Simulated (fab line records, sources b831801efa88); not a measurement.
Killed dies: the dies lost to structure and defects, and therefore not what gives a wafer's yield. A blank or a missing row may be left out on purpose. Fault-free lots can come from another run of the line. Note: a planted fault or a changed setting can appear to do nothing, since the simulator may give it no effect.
fab line records	flow sky130
record: lots: 14	wafers: 42	last_day: 50
route steps=708 shown LDD_LDN@291 RES_XHIGH@341 CONTACT@410 METAL2@485
lots untouched by any fault: they come from a run of this same line in which no faults occurred
start_h: the number of hours between the record's first day and the start of the first shown wafer of the lot	wait_h: hours since the lot's step before	" unchanged from the row above	L1.1+2: a single row standing in for several wafers	- no value present, or no start provided	* or withheld: withheld	< > ~ a bound
route shown NAME@n: NAME is a module with steps in the file, n the number in the route of the first one	usual: average and standard deviation across the fault-free wafers	same: alike in all rows	chamber/n: place in a boat	sites: the reading at each site	_std_site: standard deviation across them	_edge_site: inner sites' mean taken away from outer sites' mean	radius_mm: for every site, how far away it sits from the centre of the wafer	mask NAME#n: copy n	behind: the most recent tool/chamber to have shaped the wafer	hold: why the lot was held/for how many hours/how that ended	device: the n, p or np transistor that did not switch	end of line: tests run on the same wafers once the route is complete	a step given without rows: its recipe and nothing more	killed: count of dies lost to structure and defects at first sort (not the wafer's yield)	map: shows each die of a wafer: x if killed, . if not, _ if none is there
set.NAME: the run value of the setting; set.NAME@STEP: its run value at that earlier step	model.NAME: the simulator's own value behind a step, which no gauge read
one table for each step of the route and one row for each wafer, over a sample of lots
services: a tool's chamber out of use, with start hour (start_h, from the record's first day; less than 0 if before it), hours out, and reason
== steps ==
step: SKY_LDD_LDN_COAT_02
recipe: resist: NOVOLAK	spin_rpm: 3000	resist_thk_nm: 1140
usual: chill_plate_temp_C: 23.00/0.1	dispense_pressure_kPa: 45/3.6
lot.wafer	tool	chamber	start_h	wait_h	chill_plate_temp_C	dispense_pressure_kPa
L879.2	litho_track-02	0	516.31	0.1	23.02	42
L879.3	"	0	"	"	23.01	42
L879.6	"	0	"	"	23.02	42
L881.1	litho_track-02	0	536.28	0.1	22.91	42
L881.4	"	0	"	"	23.15	42
L881.5	"	0	"	"	22.92	42
L882.2	litho_track-04	0	571.18	0.1	22.98	45
L882.3	"	0	"	"	23.05	45
L882.5	"	0	"	"	23.03	45
L885.3	litho_track-02	0	571.73	0.1	23.02	42
L885.4	"	0	"	"	23.14	42
L885.6	"	0	"	"	22.98	42
L883.3	litho_track-04	0	571.81	0.1	22.92	45
L883.4	"	0	"	"	23.13	45
L883.6	"	0	"	"	22.97	45
L884.1	litho_track-01	0	573.22	0.1	23.11	51
L884.4	"	0	"	"	23.05	51
L884.5	"	0	"	"	23.22	51
L889.1	litho_track-01	0	606.27	0.1	23.06	51
L889.5	"	0	"	"	22.99	51
L889.6	"	0	"	"	23.18	51
L890.1	litho_track-01	-	616.72	0.1	-	-
L890.2	"	-	"	"	-	-
L890.6	"	-	"	"	-	-
L891.1	litho_track-04	-	628.21	0.1	-	-
L891.5	"	-	"	"	-	-
L891.6	"	-	"	"	-	-
L894.3	litho_track-02	0	646.88	0.1	22.86	42
L894.4	"	0	"	"	22.94	42
L894.6	"	0	"	"	22.98	42
L895.1	litho_track-02	0	651.53	0.1	22.96	42
L895.2	"	0	"	"	22.97	42
L895.4	"	0	"	"	22.85	42
L899.3	litho_track-04	0	683.81	0.1	23.02	45
L899.5	"	0	"	"	22.95	45
L899.6	"	0	"	"	23.02	45
L900.1	litho_track-01	0	689.07	0.1	22.85	51
L900.3	"	0	"	"	22.85	51
L900.4	"	0	"	"	22.93	51
L901.1	litho_track-02	0	700.18	0.1	22.93	42
L901.3	"	0	"	"	23.06	42
L901.5	"	0	"	"	23.19	42
step: SKY_LDD_LDN_OVL_MEAS_07
usual: LDD_LDN_OVL: 0.3/1.3
lot.wafer	tool	chamber	start_h	wait_h	LDD_LDN_OVL[nm]
L879.2	overlay-01	-	531.28	0.1	0.0
L879.3	"	-	"	"	1.1
L879.6	"	-	"	"	-2.3
L881.1	overlay-01	-	551.71	0.1	0.3
L881.4	"	-	"	"	2.0
L881.5	"	-	"	"	0.0
L882.2	overlay-02	-	585.26	0.1	2.0
L882.3	"	-	"	"	-0.8
L882.5	"	-	"	"	1.6
L885.3	overlay-01	-	586.43	0.1	-0.5
L885.4	"	-	"	"	-0.8
L885.6	"	-	"	"	-0.4
L883.3	overlay-01	-	586.65	0.1	-1.7
L883.4	"	-	"	"	0.9
L883.6	"	-	"	"	0.2
L884.1	overlay-01	-	587.02	0.1	-0.1
L884.4	"	-	"	"	0.3
L884.5	"	-	"	"	1.2
L889.1	overlay-02	-	620.71	0.1	1.4
L889.5	"	-	"	"	1.0
L889.6	"	-	"	"	2.3
L890.1	overlay-01	-	631.82	0.1	-
L890.2	"	-	"	"	-
L890.6	"	-	"	"	-
L891.1	overlay-02	-	643.21	0.1	-
L891.5	"	-	"	"	-
L891.6	"	-	"	"	-
L894.3	overlay-02	-	661.87	0.1	-0.4
L894.4	"	-	"	"	-1.7
L894.6	"	-	"	"	-1.4
L895.1	overlay-01	-	666.41	0.1	-1.1
L895.2	"	-	"	"	-0.1
L895.4	"	-	"	"	0.4
L899.3	overlay-02	-	698.15	0.1	1.4
L899.5	"	-	"	"	0.7
L899.6	"	-	"	"	1.1
L900.1	overlay-01	-	702.96	0.1	2.5
L900.3	"	-	"	"	2.0
L900.4	"	-	"	"	3.7
L901.1	overlay-02	-	713.51	0.1	-0.2
L901.3	"	-	"	"	-0.4
L901.5	"	-	"	"	-0.5
step: SKY_RES_XHIGH_TW_MEAS_09
usual: RES_XHIGH_TW: 1640/8.6
lot.wafer	tool	chamber	start_h	wait_h	RES_XHIGH_TW
L879.2	film_metro-03	-	622.74	0.1	1626
L879.3	"	-	"	"	1645
L879.6	"	-	"	"	1626
L881.1	film_metro-01	-	641.78	0.1	1651
L881.4	"	-	"	"	1653
L881.5	"	-	"	"	1648
L882.2	film_metro-02	-	674.06	0.1	1654
L882.3	"	-	"	"	1641
L882.5	"	-	"	"	1640
L883.3	film_metro-02	-	674.44	0.1	1637
L883.4	"	-	"	"	1643
L883.6	"	-	"	"	1643
L885.3	film_metro-02	-	674.67	0.1	1637
L885.4	"	-	"	"	1635
L885.6	"	-	"	"	1645
L884.1	film_metro-01	-	678.12	0.1	1639
L884.4	"	-	"	"	1650
L884.5	"	-	"	"	1638
L889.1	film_metro-02	-	708.58	0.1	1656
L889.5	"	-	"	"	1637
L889.6	"	-	"	"	1636
L890.1	film_metro-03	-	718.57	0.1	1910
L890.2	"	-	"	"	1908
L890.6	"	-	"	"	1911
L891.1	film_metro-01	-	730.53	0.1	1919
L891.5	"	-	"	"	1924
L891.6	"	-	"	"	1917
L894.3	film_metro-01	-	748.97	0.1	1646
L894.4	"	-	"	"	1651
L894.6	"	-	"	"	1648
L895.1	film_metro-02	-	751.44	0.1	1633
L895.2	"	-	"	"	1632
L895.4	"	-	"	"	1645
L899.3	film_metro-03	-	785.42	0.1	1631
L899.5	"	-	"	"	1625
L899.6	"	-	"	"	1633
L900.1	film_metro-03	-	790.72	0.1	1632
L900.3	"	-	"	"	1634
L900.4	"	-	"	"	1633
L901.1	film_metro-02	-	798.80	0.1	1632
L901.3	"	-	"	"	1633
L901.5	"	-	"	"	1628
step: SKY_CONTACT_CMP_04
recipe: material: SiO2	down_force_psi: 4	platen_rpm: 60	pad_velocity_m_s: 0.94248
usual: motor_current_A: 11.9/0.77	slurry_filter_dp_kPa: 13.51/0.13	time_to_endpoint_s: 83/3.6
lot.wafer	tool	chamber	start_h	wait_h	motor_current_A	slurry_filter_dp_kPa	time_to_endpoint_s
L879.3	cmp-01	1	710.77	0.1	10.9	13.46	88
L879.2	"	2	"	"	11.0	13.50	85
L879.6	"	3	"	"	11.9	13.44	87
L881.4	cmp-02	3	730.09	0.0	13.0	13.65	80
L881.1	"	2	"	"	12.5	13.53	84
L881.5	"	0	"	"	11.5	13.71	82
L882.2	cmp-01	3	761.46	0.1	11.8	13.46	83
L882.3	"	2	"	"	10.7	13.66	78
L882.5	"	3	"	"	11.6	13.67	82
L883.4	cmp-01	1	762.59	0.0	10.7	13.68	85
L883.3	"	0	"	"	13.3	13.55	80
L883.6	"	2	"	"	11.3	13.55	82
L885.4	cmp-02	1	763.39	0.1	13.2	13.52	82
L885.3	"	2	"	"	11.7	13.90	76
L885.6	"	0	"	"	11.8	13.37	81
L884.1	cmp-01	3	766.49	0.1	11.5	13.43	83
L884.4	"	1	"	"	11.1	13.74	82
L884.5	"	2	"	"	11.0	13.50	78
L889.1	cmp-01	3	796.14	0.1	12.2	13.28	83
L889.5	"	2	"	"	10.9	13.56	79
L889.6	"	3	"	"	11.6	13.50	83
L890.1	cmp-01	1	804.92	0.1	10.9	13.36	87
L890.2	"	2	"	"	11.2	13.22	84
L890.6	"	3	"	"	11.8	13.42	87
L891.1	cmp-01	1	815.95	0.1	10.6	13.33	75
L891.5	"	1	"	"	11.5	13.53	79
L891.6	"	2	"	"	11.2	13.58	74
L894.4	cmp-02	0	833.39	0.0	11.4	13.42	84
L894.3	"	1	"	"	12.3	13.69	84
L894.6	"	0	"	"	11.3	13.43	82
L895.1	cmp-01	1	835.54	0.1	10.8	13.53	88
L895.4	"	2	"	"	11.0	13.44	84
L895.2	"	0	"	"	13.0	13.55	83
L899.3	cmp-02	3	868.04	0.2	11.6	13.37	81
L899.5	"	0	"	"	12.0	13.55	80
L899.6	"	1	"	"	13.3	13.42	83
L900.1	cmp-02	3	873.55	0.1	11.9	13.54	81
L900.4	"	0	"	"	11.7	13.44	82
L900.3	"	1	"	"	13.1	13.50	84
L901.1	cmp-01	2	880.97	0.1	11.0	13.58	77
L901.3	"	1	"	"	10.7	13.47	78
L901.5	"	3	"	"	11.3	13.45	78
step: SKY_METAL2_SPUTTER_02
recipe: material: AlCu	target_thk_nm: 250	power_w: 10600	time_s: 13.69	chamber_pressure_pa: 0.4
usual: throttle_valve_pct: 29.9/1.1
same: time_s: 13.69
lot.wafer	tool	chamber	start_h	wait_h	throttle_valve_pct
L879.2	pvd_sputter-01	-	797.05	0.0	31.1
L879.3	"	-	"	"	28.4
L879.6	"	-	"	"	29.2
L881.1	pvd_sputter-04	-	817.04	0.0	30.4
L881.4	"	-	"	"	28.4
L881.5	"	-	"	"	30.3
L882.2	pvd_sputter-01	-	846.70	0.0	28.7
L882.3	"	-	"	"	28.9
L882.5	"	-	"	"	30.7
L883.3	pvd_sputter-04	-	848.42	0.0	30.7
L883.4	"	-	"	"	30.1
L883.6	"	-	"	"	29.1
L885.3	pvd_sputter-01	-	848.98	0.0	29.0
L885.4	"	-	"	"	31.2
L885.6	"	-	"	"	29.0
L884.1	pvd_sputter-02	-	850.58	0.0	31.3
L884.4	"	-	"	"	31.7
L884.5	"	-	"	"	31.3
L889.1	pvd_sputter-01	-	879.29	0.0	29.0
L889.5	"	-	"	"	29.1
L889.6	"	-	"	"	30.6
L890.1	pvd_sputter-01	-	886.98	0.0	30.8
L890.2	"	-	"	"	30.6
L890.6	"	-	"	"	29.3
L891.1	pvd_sputter-04	-	898.52	0.0	28.0
L891.5	"	-	"	"	30.3
L891.6	"	-	"	"	29.4
L894.3	pvd_sputter-01	-	916.08	0.0	29.2
L894.4	"	-	"	"	28.4
L894.6	"	-	"	"	30.6
L895.1	pvd_sputter-04	-	917.26	0.0	31.1
L895.2	"	-	"	"	30.3
L895.4	"	-	"	"	29.3
L899.3	pvd_sputter-01	-	948.43	0.0	29.2
L899.5	"	-	"	"	29.1
L899.6	"	-	"	"	31.2
L900.1	pvd_sputter-02	-	953.67	0.0	31.9
L900.3	"	-	"	"	31.2
L900.4	"	-	"	"	29.0
L901.1	pvd_sputter-01	-	960.52	0.0	28.4
L901.3	"	-	"	"	31.2
L901.5	"	-	"	"	28.9
step: SKY_METAL2_SPUTTER_04
recipe: material: TiN	target_thk_nm: 70	power_w: 6500	time_s: 58.3	chamber_pressure_pa: 0.4
usual: throttle_valve_pct: 29.9/1.1
same: time_s: 58.3
lot.wafer	tool	chamber	start_h	wait_h	throttle_valve_pct
L879.2	pvd_sputter-01	-	797.10	0.0	30.9
L879.3	"	-	"	"	28.2
L879.6	"	-	"	"	29.3
L881.1	pvd_sputter-04	-	817.08	0.0	30.2
L881.4	"	-	"	"	28.1
L881.5	"	-	"	"	30.3
L882.2	pvd_sputter-01	-	846.75	0.0	28.7
L882.3	"	-	"	"	29.2
L882.5	"	-	"	"	30.5
L883.3	pvd_sputter-04	-	848.46	0.0	31.0
L883.4	"	-	"	"	30.4
L883.6	"	-	"	"	29.4
L885.3	pvd_sputter-01	-	849.02	0.0	29.1
L885.4	"	-	"	"	31.2
L885.6	"	-	"	"	28.8
L884.1	pvd_sputter-02	-	850.62	0.0	31.2
L884.4	"	-	"	"	31.7
L884.5	"	-	"	"	31.2
L889.1	pvd_sputter-01	-	879.34	0.0	29.4
L889.5	"	-	"	"	28.9
L889.6	"	-	"	"	30.6
L890.1	pvd_sputter-01	-	887.02	0.0	31.0
L890.2	"	-	"	"	30.6
L890.6	"	-	"	"	29.1
L891.1	pvd_sputter-04	-	898.56	0.0	28.3
L891.5	"	-	"	"	30.6
L891.6	"	-	"	"	29.6
L894.3	pvd_sputter-01	-	916.13	0.0	28.7
L894.4	"	-	"	"	28.5
L894.6	"	-	"	"	30.8
L895.1	pvd_sputter-04	-	917.30	0.0	30.7
L895.2	"	-	"	"	30.3
L895.4	"	-	"	"	29.2
L899.3	pvd_sputter-01	-	948.48	0.0	29.1
L899.5	"	-	"	"	28.9
L899.6	"	-	"	"	31.0
L900.1	pvd_sputter-02	-	953.71	0.0	31.5
L900.3	"	-	"	"	31.2
L900.4	"	-	"	"	29.4
L901.1	pvd_sputter-01	-	960.56	0.0	28.5
L901.3	"	-	"	"	31.2
L901.5	"	-	"	"	28.8
== services ==
tool	chamber	start_h	hours	kind
cmp-02	-	509.24	1.2	repair
cmp-02	-	509.30	2.4	repair
cmp-01	-	512.19	0.4	repair
pvd_sputter-01	-	529.50	7.3	repair
cmp-01	-	540.69	3.9	pm
cmp-01	-	553.20	3.6	pm
cmp-01	-	572.00	4.0	pm
cmp-02	-	590.92	4.5	repair
pvd_sputter-01	-	605.63	14.7	repair
pvd_sputter-04	-	608.54	6.2	repair
cmp-02	-	618.48	0.4	repair
cmp-01	-	624.25	1.3	repair
cmp-01	-	627.18	1.1	repair
pvd_sputter-01	-	662.16	14.2	repair
cmp-02	-	668.07	1.4	repair
pvd_sputter-01	-	671.48	8.3	repair
cmp-01	-	684.78	0.5	repair
cmp-02	-	706.80	4.2	repair
cmp-01	-	723.94	0.3	repair
cmp-02	-	744.03	4.0	pm
pvd_sputter-04	-	761.69	1.8	repair
pvd_sputter-04	-	838.04	3.4	repair
cmp-01	-	909.69	5.7	pm
cmp-01	-	915.35	4.0	pm
== key ==
first_sign: step: SKY_LDD_LDN_COAT_02	reading: tool_record	direction: missing
effect: step: SKY_LDD_LDN_OVL_MEAS_07	reading: LDD_LDN_OVL	direction: missing
effect: step: SKY_RES_XHIGH_TW_MEAS_09	reading: RES_XHIGH_TW	direction: up	sigmas: 32	usual: 1640	struck: 1915
met_at SKY_LDD_LDN_COAT_02
struck_lots L890,L891
sort_left_out L890.1,L890.2,L890.6,L891.1,L891.5,L891.6
tester_left_out L890,L891
not_acting_at SKY_CONTACT_CMP_04,SKY_METAL2_SPUTTER_02,SKY_METAL2_SPUTTER_04
onset_between 606.27 616.72
fault: kind: skipped_step_whole	tool: litho_track-01,litho_track-04	chamber: -	onset_h: 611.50	steps: SKY_LDD_LDN_COAT_02	scope: struck_lots_only
tester_left_out: of these lots the tester's yield and bins aren't shown, on N5 and GAA mostly nor the transistor test; their killed dies are dies lost to structure and defects alone, not to doping, threshold or leakage, so they don't give the yield
sort_left_out: the simulated sort isn't trusted on such a fault, so these wafers' sort isn't shown, and their yield isn't known
